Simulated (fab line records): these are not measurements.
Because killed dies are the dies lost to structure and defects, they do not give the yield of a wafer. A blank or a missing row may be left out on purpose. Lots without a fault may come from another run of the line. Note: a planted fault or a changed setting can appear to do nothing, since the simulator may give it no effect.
Lot-split experiment | flow sfq-line | 17 wafers read across 5 lots, on a route 325 steps long

== THE SPLIT ==
At SFQ_TRILAYER_M0_LITHO_COAT_021 (resist thk 600 nm), the setting resist-thk-nm was moved away from the recipe's 600 nm on 7 of the 17 wafers read, by -5.9% to -4.6%. All remaining wafers had this setting at the recipe value.

The split's own step is where the reading is taken.

== THE READING ==
KrF_of_TRILAYER_M0_LITHO_COAT_021.thk-nm (the simulator's own value, which no gauge read), in nm, at SFQ_TRILAYER_M0_LITHO_COAT_021 (resist thk 600 nm). There is no usual value for it anywhere in the file. The 10 wafers here that ran the recipe average 599.3 nm, standard deviation 1.6 nm.

wafer  | tool, chamber at the split | resist-thk-nm as run, nm | against the recipe | KrF_of_TRILAYER_M0_LITHO_COAT_021.thk-nm, nm | against lot-mates on the recipe
L078.1 | litho-track-04, 0          | 600                      | recipe             | 597.3                                        | -
L078.3 | litho-track-04, 0          | 600                      | recipe             | 599.5                                        | -
L078.4 | litho-track-04, 0          | 568.5                    | -5.2%              | 566.2                                        | -31.9
L078.5 | litho-track-04, 0          | 568.5                    | -5.2%              | 564.8                                        | -33.3
L078.6 | litho-track-04, 0          | 600                      | recipe             | 597.5                                        | -
L079.3 | litho-track-04, 0          | 600                      | recipe             | 599.9                                        | -
L079.4 | litho-track-04, 0          | 600                      | recipe             | 601.9                                        | -
L079.5 | litho-track-04, 0          | 600                      | recipe             | 599                                          | -
L081.1 | litho-track-01, 0          | 600                      | recipe             | 602                                          | -
L081.3 | litho-track-01, 0          | 572.2                    | -4.6%              | 573.2                                        | -28.8
L083.1 | litho-track-04, 0          | 564.7                    | -5.9%              | 564.8                                        | -33.8
L083.2 | litho-track-04, 0          | 600                      | recipe             | 599.4                                        | -
L083.3 | litho-track-04, 0          | 564.7                    | -5.9%              | 562.8                                        | -35.8
L083.5 | litho-track-04, 0          | 564.7                    | -5.9%              | 563.2                                        | -35.3
L083.6 | litho-track-04, 0          | 600                      | recipe             | 597.7                                        | -
L085.4 | litho-track-04, 0          | 600                      | recipe             | 598.7                                        | -
L085.6 | litho-track-04, 0          | 571.5                    | -4.7%              | 570.7                                        | -28.0

FIT RESULTS
A straight line over all 17 wafers: KrF_of_TRILAYER_M0_LITHO_COAT_021.thk-nm changes by +6.12 nm for each +1% of resist-thk-nm; r = +1.00; the points scatter about the line by 1.6 nm.
The same after taking each lot's own level away (the mean of its wafers on the recipe; 17 wafers): +6.03 nm for each +1%; r = +1.00; scatter 1 nm.
According to that fit, moving resist-thk-nm by its largest amount changes the reading by 35 nm.
Measured against the standard deviation above, the lots' own levels, which go from 598.10 to 602.00 nm, span 2.5 times it.
Hence the lot-to-lot level has little effect on the slope; both slopes agree.
Check: with one of the wafers moved furthest among these (-5.9%) left out of the fit, the line predicts -35.9 nm for it against its lot-mates. It came out at -33.8 nm against them.

== ADDITIONAL SPLITS CARRIED BY THESE WAFERS ==
Before the reading, these wafers also passed through other splits. Each is held against what the fit with the lots' levels taken away leaves over:
other split on the same wafers                    | wafers away from the commonest value | r with KrF_of_TRILAYER_M0_LITHO_COAT_021.thk-nm (lot level and that fit taken away)
SFQ_TRILAYER_INCOMING_OXIDATION_002 temp-c        | 12                                   | +0.33
SFQ_TRILAYER_L0_DEP_SPUTTER_003 power-w           | 4                                    | +0.12
SFQ_TRILAYER_L0_ETCH_METAL_ETCH_008 icp-w         | 7                                    | -0.40
SFQ_TRILAYER_L0_VIA_LITHO_COAT_013 resist-thk-nm  | 5                                    | +0.16
SFQ_TRILAYER_L0_VIA_BARC_OPEN_VIA_ETCH_021 bias-w | 4                                    | +0.06
SFQ_TRILAYER_M0_DEP_SPUTTER_019 time-s            | 0                                    | -

== THE FILE'S OWN FIT ==
KrF_of_TRILAYER_M0_LITHO_COAT_021.thk-nm changes by +6.06 nm for each +1% of resist-thk-nm, r = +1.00.
